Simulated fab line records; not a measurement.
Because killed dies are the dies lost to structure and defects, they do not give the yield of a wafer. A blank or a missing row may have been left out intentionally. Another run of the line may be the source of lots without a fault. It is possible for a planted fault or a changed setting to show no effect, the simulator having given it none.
Which of the tools did it?    flow gf180mcu    11 lots, 33 wafers sampled, at 2 steps of a route of 602

## WHAT THE GAUGES READ, wafer by wafer
GF_M1_RS_MEAS_05: the measuring method here is four-point-probe. Usual: for M1_ALCU_RS the level is 0.0692 ohm/sq and the standard deviation is 0.0011.
lot   measured      on             M1_ALCU_RS (ohm/sq)   flag
L572  day 16 09:44  film-metro-03  0.0680 0.0696 0.0701  
L577  day 18 10:23  film-metro-01  0.0669 0.0683 0.0675  
L578  day 18 19:08  film-metro-02  0.0688 0.0691 0.0693  
L579  day 19 06:40  film-metro-01  0.0691 0.0692 0.0698  
L580  day 19 16:24  film-metro-03  0.0695 0.0689 0.0695  
L581  day 20 00:46  film-metro-02  0.0679 0.0667 0.0673  
L583  day 21 00:38  film-metro-01  0.0689 0.0692 0.0693  
L587  day 22 05:25  film-metro-01  0.0694 0.0695 0.0692  
L591  day 23 12:39  film-metro-02  0.0697 0.0705 0.0684  
L592  day 23 20:38  film-metro-03  0.0694 0.0676 0.0696  
L593  day 24 01:53  film-metro-02  0.0706 0.0700 0.0712  

## TOOL THAT RAN EACH LOT (tool first, then ch and the chambers of the sampled wafers, then the start)
lot   GF_CONTACT_ETCH_16
L572  rie-diel-01 ch 0,1, day 16 08:20
L577  rie-diel-01 ch 0,1,2, day 18 08:59
L578  rie-diel-02 ch 0,1,3, day 18 17:44
L579  rie-diel-04 ch 1,3, day 19 05:17
L580  rie-diel-01 ch 1,2,3, day 19 15:02
L581  rie-diel-01 ch 0,2, day 19 23:22
L583  rie-diel-01 ch 0,1,2, day 20 23:16
L587  rie-diel-01 ch 0,2,3, day 22 04:04
L591  rie-diel-01 ch 0,1,2, day 23 11:16
L592  rie-diel-04 ch 0,3, day 23 19:16
L593  rie-diel-02 ch 0,2,3, day 24 00:28
- GF_CONTACT_ETCH_16: etches BARC in N2/H2.

## WHAT THE TOOLS THEMSELVES READ (means of the sampled wafers that have a number; where no wafer has one, the mark that the record gives instead)
GF_CONTACT_ETCH_16. Usual: drypump-motor-current-A 5.9 A, standard deviation 0.49; h2-flow-sccm 200.0 sccm, standard deviation 0.6; oes-product-au 0.854 a.u., standard deviation 0.0043; throttle-valve-pct 13.224 %, standard deviation 0.0094.
lot   tool         drypump-motor-current-A (A)  h2-flow-sccm (sccm)  oes-product-au (a.u.)  throttle-valve-pct (%)  flag
L572  rie-diel-01  6.2                          200.7                0.856                  13.225                  
L577  rie-diel-01  6.3                          200.0                0.852                  13.224                  
L578  rie-diel-02  5.8                          200.5                0.857                  13.231                  
L579  rie-diel-04  5.6                          200.1                0.858                  13.228                  
L580  rie-diel-01  6.0                          200.4                0.850                  13.227                  
L581  rie-diel-01  6.2                          199.7                0.851                  13.229                  
L583  rie-diel-01  6.2                          199.8                0.856                  13.215                  
L587  rie-diel-01  5.8                          200.6                0.857                  13.221                  
L591  rie-diel-01  6.3                          200.0                0.853                  13.232                  
L592  rie-diel-04  5.9                          199.3                0.855                  13.221                  
L593  rie-diel-02  6.0                          200.6                0.851                  13.222                  

## THE ANSWER, worked out from the rows above alone
Rule: lot off if the mean of its wafers having a number is beyond 3 standard deviations from the usual mean. A lot without any number at a reading at which 4 lots or more have one is off too. All remaining lots with rows at the step are treated as sound. After the gauges, taken in route order, come the tools' own readings; for these a lot's mean is taken, as printed above. At the first step where some lot is off, the reading lying furthest off is the one used; lots without a number count as furthest.
Nothing can be told from this: no lot is off at any reading shown.

## WHAT THE SIMULATOR HAD PUT IN
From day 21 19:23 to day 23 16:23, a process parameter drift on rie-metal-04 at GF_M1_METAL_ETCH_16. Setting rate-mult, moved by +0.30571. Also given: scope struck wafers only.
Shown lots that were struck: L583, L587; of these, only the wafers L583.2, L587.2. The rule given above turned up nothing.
